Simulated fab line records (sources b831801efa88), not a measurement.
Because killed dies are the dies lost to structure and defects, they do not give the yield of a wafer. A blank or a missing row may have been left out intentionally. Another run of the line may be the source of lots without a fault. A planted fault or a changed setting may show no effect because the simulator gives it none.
fab line records | flow gf180mcu
record lots=11 | wafers=33 | last_day=34
route steps=602 shown PSD@257 SALICIDE@281 CONTACT@302
lots with no fault: from the same line, run without faults
start_h: hours from the record's opening day to when the first of the lot's shown wafers began | wait_h: how many hours have passed since the lot's step before this one | " repeats the value in the row above | L1.1+2: a row that stands for several wafers | - no value, or no start was given | * or withheld: withheld | < > ~ a bound
route shown NAME@n: names a module that has steps shown in the file, with the first one's number in the route | usual: average and standard deviation across the fault-free wafers | same: alike in all rows | chamber/n: place in a boat | sites: per-site readings | _std_site: standard deviation across them | _edge_site: outer sites' mean less inner sites' | radius_mm: for every site, how far away it sits from the centre of the wafer | mask NAME#n: copy n | behind: the most recent tool/chamber to have shaped the wafer | hold: why the lot went on hold/how many hours it stayed there/how the hold came to an end | device: names the non-switching transistor (n, p or np) | end of line: the same wafers' tests at the end of the route | a step given without rows: its recipe and nothing more | killed: the dies lost at the first sort to structure and to defects; this is not the yield of the wafer | map: shows each die of a wafer: x if killed, . if not, _ if none is there
set.NAME: the setting that was run; set.NAME@STEP: the one run at that earlier step | model.NAME: the simulator's own value behind a step, which no gauge read
route steps across a sampled set of lots; one table per step, one row per wafer
services: a tool's chamber out of use, with start hour (start_h, from the record's first day; less than 0 if before it), hours out, and reason
## steps
# step GF_PSD_IMPLANT_09
# recipe species=BF2 | energy_kev=40 | dose_cm2=1.5e+15 | tilt_deg=7
# usual dose_ions_cm2=1.4998e+15/1.7e+12 | end_station_pressure_torr=1.17e-05/5.7e-07 | faraday_current_uA=8252/170 | tilt_deg=6.998/0.02
lot.wafer | tool         | chamber | start_h | wait_h | dose_ions_cm2 | end_station_pressure_torr | faraday_current_uA | tilt_deg
L302.3    | implanter-02 | 0       | 322.39  | 0.1    | 1.503e+15     | 1.15e-05                  | 8471               | 6.989
L302.5    | "            | 0       | "       | "      | 1.5009e+15    | 1.16e-05                  | 8348               | 6.971
L302.6    | "            | 0       | "       | "      | 1.5028e+15    | 1.2e-05                   | 8246               | 6.956
L303.1    | implanter-01 | 0       | 335.36  | 0.0    | 1.5003e+15    | 1.16e-05                  | 8110               | 6.971
L303.2    | "            | 0       | "       | "      | 1.4974e+15    | 1.16e-05                  | 8237               | 6.974
L303.3    | "            | 0       | "       | "      | 1.4994e+15    | 1.17e-05                  | 8020               | 6.974
L305.1    | implanter-03 | 0       | 358.54  | 0.0    | 1.5051e+15    | 1.14e-05                  | 7898               | 7.023
L305.5    | "            | 0       | "       | "      | 1.5029e+15    | 1.18e-05                  | 8104               | 6.988
L305.6    | "            | 0       | "       | "      | 1.5033e+15    | 1.17e-05                  | 8117               | 7.015
L312.1    | implanter-02 | 0       | 403.09  | 0.0    | 1.1463e+15    | 1.02e-05                  | 6287               | 7.004
L312.2    | "            | 0       | "       | "      | 1.145e+15     | 1.05e-05                  | 6454               | 6.990
L312.4    | "            | 0       | "       | "      | 1.1462e+15    | 1.01e-05                  | 6492               | 7.008
L313.2    | implanter-01 | 0       | 413.17  | 0.0    | 1.5007e+15    | 1.14e-05                  | 8264               | 6.998
L313.3    | "            | 0       | "       | "      | 1.4959e+15    | 1.11e-05                  | 8190               | 7.008
L313.5    | "            | 0       | "       | "      | 1.4986e+15    | 1.21e-05                  | 7999               | 7.012
L314.1    | implanter-02 | 0       | 425.03  | 0.0    | 1.1464e+15    | 1.02e-05                  | 6380               | 6.974
L314.2    | "            | 0       | "       | "      | 1.1442e+15    | 9.9e-06                   | 6497               | 6.993
L314.4    | "            | 0       | "       | "      | 1.1447e+15    | 1.03e-05                  | 6379               | 6.998
L315.4    | implanter-02 | 0       | 427.33  | 0.1    | 1.1474e+15    | 1.03e-05                  | 6492               | 6.979
L315.5    | "            | 0       | "       | "      | 1.1465e+15    | 9.5e-06                   | 6275               | 6.996
L315.6    | "            | 0       | "       | "      | 1.1454e+15    | 1.06e-05                  | 6383               | 6.978
L318.4    | implanter-01 | 0       | 458.51  | 0.1    | 1.5006e+15    | 1.16e-05                  | 8544               | 6.991
L318.5    | "            | 0       | "       | "      | 1.5007e+15    | 1.11e-05                  | 8247               | 6.981
L318.6    | "            | 0       | "       | "      | 1.4968e+15    | 1.14e-05                  | 8058               | 6.987
L321.4    | implanter-03 | 0       | 479.71  | 0.1    | 1.4997e+15    | 1.18e-05                  | 8338               | 6.984
L321.5    | "            | 0       | "       | "      | 1.5014e+15    | 1.28e-05                  | 7957               | 6.993
L321.6    | "            | 0       | "       | "      | 1.4991e+15    | 1.15e-05                  | 8459               | 6.978
L323.3    | implanter-03 | 0       | 488.64  | 0.1    | 1.4966e+15    | 1.17e-05                  | 8451               | 6.985
L323.5    | "            | 0       | "       | "      | 1.4961e+15    | 1.16e-05                  | 7967               | 7.012
L323.6    | "            | 0       | "       | "      | 1.4997e+15    | 1.23e-05                  | 8159               | 7.033
L325.4    | implanter-02 | 0       | 497.63  | 0.1    | 1.5018e+15    | 1.2e-05                   | 8505               | 7.014
L325.5    | "            | 0       | "       | "      | 1.5005e+15    | 1.03e-05                  | 8202               | 6.999
L325.6    | "            | 0       | "       | "      | 1.4985e+15    | 1.21e-05                  | 8129               | 6.983
# step GF_PSD_STRIP_10
# recipe chemistry=O2/N2 | power_w=1400 | pressure_mtorr=1500 | platen_temp_c=250 | o2_flow_sccm=3000 | n2_flow_sccm=300 | overash_fraction=0.5
# usual drypump_motor_current_A=5.6/0.38 | heater_power_w=353/36 | o2_flow_sccm=3001/11 | oes_product_au=0.593/0.0052 | strip_time_to_endpoint_s=16.55/0.036
lot.wafer | tool            | chamber | start_h | wait_h | drypump_motor_current_A | heater_power_w | o2_flow_sccm | oes_product_au | rf_hours_counter_h | strip_time_to_endpoint_s
L302.3    | plasma_asher-04 | 0       | 322.52  | 0.1    | 5.7                     | 364            | 2984         | 0.592          | -                  | 16.57
L302.5    | "               | 1       | "       | "      | 5.4                     | 297            | 3024         | 0.590          | -                  | 16.51
L302.6    | "               | 0       | "       | "      | 5.7                     | 367            | 2994         | 0.597          | -                  | 16.55
L303.1    | plasma_asher-02 | 0       | 335.51  | 0.1    | 5.2                     | 329            | 3010         | 0.589          | 21                 | 16.55
L303.2    | "               | 1       | "       | "      | 5.4                     | 355            | 3016         | 0.593          | 21                 | 16.56
L303.3    | "               | 0       | "       | "      | 5.1                     | 334            | 3013         | 0.588          | -                  | 16.52
L305.1    | plasma_asher-04 | 1       | 358.69  | 0.1    | 5.4                     | 299            | 2989         | 0.602          | 55                 | 16.52
L305.5    | "               | 0       | "       | "      | 5.7                     | 373            | 2987         | 0.591          | -                  | 16.56
L305.6    | "               | 1       | "       | "      | 5.4                     | 299            | 2988         | 0.596          | -                  | 16.56
L312.1    | plasma_asher-03 | 0       | 403.24  | 0.1    | 6.4                     | 383            | 2991         | 0.621          | 73                 | 15.77
L312.2    | "               | 1       | "       | "      | 5.6                     | 410            | 3025         | 0.614          | 73                 | 15.69
L312.4    | "               | 0       | "       | "      | 6.5                     | 377            | 3003         | 0.613          | -                  | 15.71
L313.2    | plasma_asher-02 | 0       | 413.29  | 0.1    | 5.2                     | 332            | 3016         | 0.598          | 28                 | 16.50
L313.3    | "               | 0       | "       | "      | 5.2                     | 327            | 3021         | 0.603          | -                  | 16.47
L313.5    | "               | 0       | "       | "      | 5.1                     | 325            | 3005         | 0.595          | -                  | 16.51
L314.1    | plasma_asher-04 | 1       | 425.18  | 0.1    | 5.4                     | 291            | 2998         | 0.609          | 62                 | 15.65
L314.2    | "               | 0       | "       | "      | 5.6                     | 371            | 3015         | 0.610          | 62                 | 15.69
L314.4    | "               | 0       | "       | "      | 5.7                     | 383            | 3001         | 0.613          | -                  | 15.68
L315.4    | plasma_asher-02 | 0       | 427.44  | 0.1    | 5.2                     | 316            | 3012         | 0.606          | -                  | 15.71
L315.5    | "               | 1       | "       | "      | 5.4                     | 350            | 2993         | 0.602          | -                  | 15.74
L315.6    | "               | 0       | "       | "      | 5.2                     | 321            | 2995         | 0.609          | -                  | 15.75
L318.4    | plasma_asher-04 | 0       | 458.62  | 0.1    | 5.7                     | 369            | 2992         | 0.590          | -                  | 16.58
L318.5    | "               | 1       | "       | "      | 5.4                     | 305            | 3003         | 0.596          | -                  | 16.58
L318.6    | "               | 0       | "       | "      | 5.7                     | 373            | 3000         | 0.593          | -                  | 16.55
L321.4    | plasma_asher-04 | 0       | 479.82  | 0.1    | 5.7                     | 377            | 2994         | 0.602          | -                  | 16.53
L321.5    | "               | 1       | "       | "      | 5.4                     | 301            | 3007         | 0.595          | -                  | 16.57
L321.6    | "               | 0       | "       | "      | 5.7                     | 372            | 3002         | 0.581          | -                  | 16.56
L323.3    | plasma_asher-04 | 0       | 488.77  | 0.1    | 5.7                     | 375            | 3005         | 0.597          | -                  | 16.58
L323.5    | "               | 0       | "       | "      | 5.7                     | 376            | 3011         | 0.596          | -                  | 16.59
L323.6    | "               | 1       | "       | "      | 5.4                     | 299            | 2997         | 0.601          | -                  | 16.58
L325.4    | plasma_asher-03 | 1       | 497.74  | 0.1    | 5.6                     | 398            | 3009         | 0.600          | -                  | 16.56
L325.5    | "               | 1       | "       | "      | 5.6                     | 404            | 2998         | 0.608          | -                  | 16.54
L325.6    | "               | 0       | "       | "      | 6.4                     | 395            | 3000         | 0.593          | -                  | 16.58
# step GF_PSD_TW_MEAS_11
# usual PSD_TW=3194/39
lot.wafer | tool          | chamber | start_h | wait_h | PSD_TW
L302.3    | film_metro-02 | -       | 322.61  | 0.1    | 3151
L302.5    | "             | -       | "       | "      | 3153
L302.6    | "             | -       | "       | "      | 3162
L303.1    | film_metro-04 | -       | 335.61  | 0.1    | 3184
L303.2    | "             | -       | "       | "      | 3197
L303.3    | "             | -       | "       | "      | 3192
L305.1    | film_metro-03 | -       | 358.79  | 0.1    | 3217
L305.5    | "             | -       | "       | "      | 3191
L305.6    | "             | -       | "       | "      | 3206
L312.1    | film_metro-04 | -       | 403.34  | 0.1    | 2972
L312.2    | "             | -       | "       | "      | 2995
L312.4    | "             | -       | "       | "      | 2977
L313.2    | film_metro-03 | -       | 413.40  | 0.1    | 3231
L313.3    | "             | -       | "       | "      | 3242
L313.5    | "             | -       | "       | "      | 3223
L314.1    | film_metro-03 | -       | 425.28  | 0.1    | 3074
L314.2    | "             | -       | "       | "      | 3050
L314.4    | "             | -       | "       | "      | 3055
L315.4    | film_metro-02 | -       | 427.54  | 0.1    | 2970
L315.5    | "             | -       | "       | "      | 2976
L315.6    | "             | -       | "       | "      | 2954
L318.4    | film_metro-03 | -       | 458.72  | 0.1    | 3224
L318.5    | "             | -       | "       | "      | 3225
L318.6    | "             | -       | "       | "      | 3220
L321.4    | film_metro-04 | -       | 479.92  | 0.1    | 3165
L321.5    | "             | -       | "       | "      | 3161
L321.6    | "             | -       | "       | "      | 3168
L323.3    | film_metro-04 | -       | 488.86  | 0.1    | 3161
L323.5    | "             | -       | "       | "      | 3185
L323.6    | "             | -       | "       | "      | 3189
L325.4    | film_metro-03 | -       | 497.84  | 0.1    | 3255
L325.5    | "             | -       | "       | "      | 3244
L325.6    | "             | -       | "       | "      | 3259
# step GF_PSD_RS_MEAS_15
# recipe thk_meas_gauge=four-point-probe
# usual PSD_RS=108.7/0.34
lot.wafer | tool          | chamber | start_h | wait_h | PSD_RS[ohm/sq]
L302.3    | film_metro-04 | -       | 322.94  | 0.1    | 108.5
L302.5    | "             | -       | "       | "      | 108.5
L302.6    | "             | -       | "       | "      | 108.5
L303.1    | film_metro-03 | -       | 335.92  | 0.1    | 108.7
L303.2    | "             | -       | "       | "      | 109.0
L303.3    | "             | -       | "       | "      | 109.1
L305.1    | film_metro-02 | -       | 359.11  | 0.1    | 108.3
L305.5    | "             | -       | "       | "      | 108.4
L305.6    | "             | -       | "       | "      | 108.5
L312.1    | film_metro-04 | -       | 403.70  | 0.1    | 123.5
L312.2    | "             | -       | "       | "      | 123.3
L312.4    | "             | -       | "       | "      | 123.5
L313.2    | film_metro-03 | -       | 413.72  | 0.1    | 109.5
L313.3    | "             | -       | "       | "      | 109.1
L313.5    | "             | -       | "       | "      | 109.3
L314.1    | film_metro-03 | -       | 425.60  | 0.1    | 123.8
L314.2    | "             | -       | "       | "      | 124.2
L314.4    | "             | -       | "       | "      | 123.9
L315.4    | film_metro-03 | -       | 427.88  | 0.1    | 122.9
L315.5    | "             | -       | "       | "      | 123.4
L315.6    | "             | -       | "       | "      | 123.2
L318.4    | film_metro-02 | -       | 459.15  | 0.1    | 108.4
L318.5    | "             | -       | "       | "      | 108.3
L318.6    | "             | -       | "       | "      | 108.5
L321.4    | film_metro-04 | -       | 480.30  | 0.1    | 108.3
L321.5    | "             | -       | "       | "      | 108.5
L321.6    | "             | -       | "       | "      | 108.4
L323.3    | film_metro-04 | -       | 489.19  | 0.1    | 108.3
L323.5    | "             | -       | "       | "      | 108.3
L323.6    | "             | -       | "       | "      | 108.4
L325.4    | film_metro-04 | -       | 498.18  | 0.1    | 108.3
L325.5    | "             | -       | "       | "      | 108.4
L325.6    | "             | -       | "       | "      | 108.7
# step GF_SALICIDE_SPUTTER_03
# recipe material=TiN | target_thk_nm=20 | power_w=6500 | time_s=16.7 | chamber_pressure_pa=0.4
# usual throttle_valve_pct=29.4/0.8
lot.wafer | tool           | chamber | start_h | wait_h | throttle_valve_pct
L302.3    | pvd_sputter-03 | -       | 344.75  | 0.0    | 29.8
L302.5    | "              | -       | "       | "      | 30.1
L302.6    | "              | -       | "       | "      | 29.3
L303.1    | pvd_sputter-03 | -       | 358.61  | 0.0    | 28.9
L303.2    | "              | -       | "       | "      | 29.2
L303.3    | "              | -       | "       | "      | 30.3
L305.1    | pvd_sputter-04 | -       | 382.15  | 0.0    | 29.2
L305.5    | "              | -       | "       | "      | 28.7
L305.6    | "              | -       | "       | "      | 29.7
L312.1    | pvd_sputter-04 | -       | 428.05  | 0.0    | 28.3
L312.2    | "              | -       | "       | "      | 29.1
L312.4    | "              | -       | "       | "      | 29.0
L313.2    | pvd_sputter-03 | -       | 438.34  | 0.0    | 30.1
L313.3    | "              | -       | "       | "      | 29.4
L313.5    | "              | -       | "       | "      | 28.9
L314.1    | pvd_sputter-04 | -       | 450.25  | 0.0    | 29.0
L314.2    | "              | -       | "       | "      | 29.8
L314.4    | "              | -       | "       | "      | 28.8
L315.4    | pvd_sputter-04 | -       | 452.48  | 0.0    | 29.0
L315.5    | "              | -       | "       | "      | 29.9
L315.6    | "              | -       | "       | "      | 28.9
L318.4    | pvd_sputter-04 | -       | 482.97  | 0.0    | 29.1
L318.5    | "              | -       | "       | "      | 29.9
L318.6    | "              | -       | "       | "      | 29.2
L321.4    | pvd_sputter-03 | -       | 504.87  | 0.0    | 29.0
L321.5    | "              | -       | "       | "      | 28.9
L321.6    | "              | -       | "       | "      | 29.1
L323.3    | pvd_sputter-04 | -       | 513.52  | 0.0    | 28.9
L323.5    | "              | -       | "       | "      | 29.1
L323.6    | "              | -       | "       | "      | 28.9
L325.4    | pvd_sputter-04 | -       | 520.28  | 0.0    | 28.2
L325.5    | "              | -       | "       | "      | 28.9
L325.6    | "              | -       | "       | "      | 28.8
# step GF_SALICIDE_RTA_08
# recipe temp_c=800 | time_s=30 | ambient=N2
# usual anneal_temp_c_max=804.1/2 | lamp_power_pct=17.35/0.27 | wafer_temp_C_max=803.7/0.75
lot.wafer | tool          | chamber | start_h | wait_h | anneal_temp_c_max | lamp_power_pct | wafer_temp_C_max
L302.3    | rtp_anneal-02 | 0       | 345.18  | 0.0    | 802.7             | 17.60          | 803.9
L302.5    | "             | 0       | "       | "      | 802.0             | 17.63          | 803.1
L302.6    | "             | 0       | "       | "      | 802.5             | 17.62          | 803.0
L303.1    | rtp_anneal-02 | 0       | 359.01  | 0.0    | 801.8             | 17.60          | 803.3
L303.2    | "             | 0       | "       | "      | 801.9             | 17.61          | 802.8
L303.3    | "             | 0       | "       | "      | 802.4             | 17.59          | 803.7
L305.1    | rtp_anneal-01 | 0       | 382.56  | 0.0    | 804.8             | 17.05          | 803.3
L305.5    | "             | 0       | "       | "      | 804.0             | 17.08          | 803.8
L305.6    | "             | 0       | "       | "      | 805.2             | 17.04          | 803.7
L312.1    | rtp_anneal-02 | 0       | 428.45  | 0.0    | 802.6             | 17.61          | 804.7
L312.2    | "             | 0       | "       | "      | 801.8             | 17.62          | 803.5
L312.4    | "             | 0       | "       | "      | 803.1             | 17.60          | 803.2
L313.2    | rtp_anneal-01 | 0       | 438.76  | 0.0    | 805.9             | 17.06          | 805.4
L313.3    | "             | 0       | "       | "      | 807.0             | 17.05          | 803.4
L313.5    | "             | 0       | "       | "      | 804.2             | 17.06          | 804.4
L314.1    | rtp_anneal-01 | 0       | 450.66  | 0.0    | 806.5             | 17.06          | 804.0
L314.2    | "             | 0       | "       | "      | 806.3             | 17.05          | 803.1
L314.4    | "             | 0       | "       | "      | 807.4             | 17.05          | 804.3
L315.4    | rtp_anneal-01 | 0       | 452.92  | 0.1    | 805.5             | 17.05          | 805.4
L315.5    | "             | 0       | "       | "      | 806.6             | 17.04          | 804.1
L315.6    | "             | 0       | "       | "      | 807.6             | 17.07          | 804.3
L318.4    | rtp_anneal-02 | 0       | 483.42  | 0.1    | 802.8             | 17.63          | 803.0
L318.5    | "             | 0       | "       | "      | 802.9             | 17.60          | 803.5
L318.6    | "             | 0       | "       | "      | 802.3             | 17.60          | 804.5
L321.4    | rtp_anneal-02 | 0       | 505.32  | 0.1    | 802.0             | 17.61          | 804.3
L321.5    | "             | 0       | "       | "      | 802.4             | 17.60          | 802.8
L321.6    | "             | 0       | "       | "      | 801.9             | 17.59          | 804.3
L323.3    | rtp_anneal-02 | 0       | 513.98  | 0.1    | 802.7             | 17.59          | 803.2
L323.5    | "             | 0       | "       | "      | 802.9             | 17.59          | 803.2
L323.6    | "             | 0       | "       | "      | 803.7             | 17.59          | 804.2
L325.4    | rtp_anneal-01 | 0       | 520.73  | 0.1    | 805.7             | 17.07          | 804.2
L325.5    | "             | 0       | "       | "      | 807.9             | 17.07          | 804.3
L325.6    | "             | 0       | "       | "      | 805.7             | 17.05          | 804.3
# step GF_CONTACT_OVL_MEAS_15
# usual CONTACT_OVL=-1/4.9
lot.wafer | tool       | chamber | start_h | wait_h | CONTACT_OVL[nm]
L302.3    | overlay-01 | -       | 368.01  | 0.1    | 5
L302.5    | "          | -       | "       | "      | -1
L302.6    | "          | -       | "       | "      | -1
L303.1    | overlay-02 | -       | 382.10  | 0.1    | 6
L303.2    | "          | -       | "       | "      | 4
L303.3    | "          | -       | "       | "      | 4
L305.1    | overlay-02 | -       | 406.20  | 0.1    | 4
L305.5    | "          | -       | "       | "      | 2
L305.6    | "          | -       | "       | "      | 1
L312.1    | overlay-02 | -       | 453.65  | 0.1    | 0
L312.2    | "          | -       | "       | "      | 9
L312.4    | "          | -       | "       | "      | 6
L313.2    | overlay-02 | -       | 464.30  | 0.1    | -4
L313.3    | "          | -       | "       | "      | 8
L313.5    | "          | -       | "       | "      | 7
L314.1    | overlay-02 | -       | 475.05  | 0.1    | -2
L314.2    | "          | -       | "       | "      | -2
L314.4    | "          | -       | "       | "      | -4
L315.4    | overlay-02 | -       | 477.87  | 0.1    | -3
L315.5    | "          | -       | "       | "      | -12
L315.6    | "          | -       | "       | "      | 4
L318.4    | overlay-01 | -       | 508.22  | 0.1    | 5
L318.5    | "          | -       | "       | "      | -1
L318.6    | "          | -       | "       | "      | -6
L321.4    | overlay-01 | -       | 529.88  | 0.1    | -2
L321.5    | "          | -       | "       | "      | -4
L321.6    | "          | -       | "       | "      | -7
L323.3    | overlay-01 | -       | 537.46  | 0.1    | -10
L323.5    | "          | -       | "       | "      | -9
L323.6    | "          | -       | "       | "      | 2
L325.4    | overlay-01 | -       | 544.47  | 0.1    | 0
L325.5    | "          | -       | "       | "      | 3
L325.6    | "          | -       | "       | "      | -1
## services
tool            | chamber | start_h | hours | kind
plasma_asher-02 | -       | 300.93  | 0.8   | repair
pvd_sputter-03  | -       | 301.30  | 1.4   | repair
implanter-01    | -       | 318.87  | 4.0   | repair
implanter-01    | -       | 327.13  | 4.7   | pm
plasma_asher-02 | -       | 340.67  | 1.4   | repair
implanter-01    | -       | 361.51  | 2.9   | repair
plasma_asher-02 | -       | 379.15  | 14.6  | pm
plasma_asher-03 | -       | 421.25  | 9.0   | pm
plasma_asher-03 | 0       | 421.25  | 9.0   | vent_cycle
plasma_asher-03 | 1       | 421.25  | 9.0   | vent_cycle
pvd_sputter-04  | -       | 425.06  | 2.2   | repair
implanter-02    | -       | 430.45  | 2.4   | pm
pvd_sputter-03  | 1       | 455.98  | -     | consumable_replace:kit
pvd_sputter-03  | 1       | 455.98  | 18.0  | scheduled_down
pvd_sputter-03  | 1       | 455.98  | 18.0  | vent_cycle
plasma_asher-03 | -       | 461.96  | 15.6  | pm
plasma_asher-03 | -       | 477.56  | 14.6  | pm
implanter-03    | -       | 479.79  | 4.7   | pm
pvd_sputter-04  | -       | 488.34  | 0.9   | repair
plasma_asher-03 | -       | 498.93  | 1.5   | repair
pvd_sputter-04  | 1       | 506.71  | -     | consumable_replace:kit
pvd_sputter-04  | 1       | 506.71  | 18.0  | scheduled_down
pvd_sputter-04  | 1       | 506.71  | 18.0  | vent_cycle
implanter-01    | -       | 508.40  | 5.6   | repair
## key
first_sign step=GF_PSD_IMPLANT_09 | reading=dose_ions_cm2 | direction=down | sigmas=99+ | usual=1.4998e+15 | struck=1.1458e+15
effect step=GF_PSD_IMPLANT_09 | reading=faraday_current_uA | direction=down | sigmas=11 | usual=8252 | struck=6404
effect step=GF_PSD_STRIP_10 | reading=strip_time_to_endpoint_s | direction=down | sigmas=23 | usual=* | struck=*
effect step=GF_PSD_TW_MEAS_11 | reading=PSD_TW | direction=down | sigmas=4.9 | usual=3194 | struck=3003
effect step=GF_PSD_RS_MEAS_15 | reading=PSD_RS | direction=up | sigmas=44 | usual=108.7 | struck=123.5
met_at GF_PSD_IMPLANT_09
struck_lots L312,L314,L315
tester_left_out L312,L314,L315
not_acting_at GF_SALICIDE_SPUTTER_03,GF_SALICIDE_RTA_08,GF_CONTACT_OVL_MEAS_15
onset_between 322.39 403.09
fault kind=process_parameter_drift | tool=implanter-02 | chamber=- | onset_h=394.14 | steps=GF_PSD_IMPLANT_09 | channel=dose_cm2 | offset=-3.5317e+14 | shape=step | end_h=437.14 | acts_in=these_recipes_only | stated=1.5e+15
# tester_left_out: of these lots the tester's yield and bins aren't shown, on N5 and GAA mostly nor the transistor test; their killed dies are dies lost to structure and defects alone, not to doping, threshold or leakage, so they don't give the yield
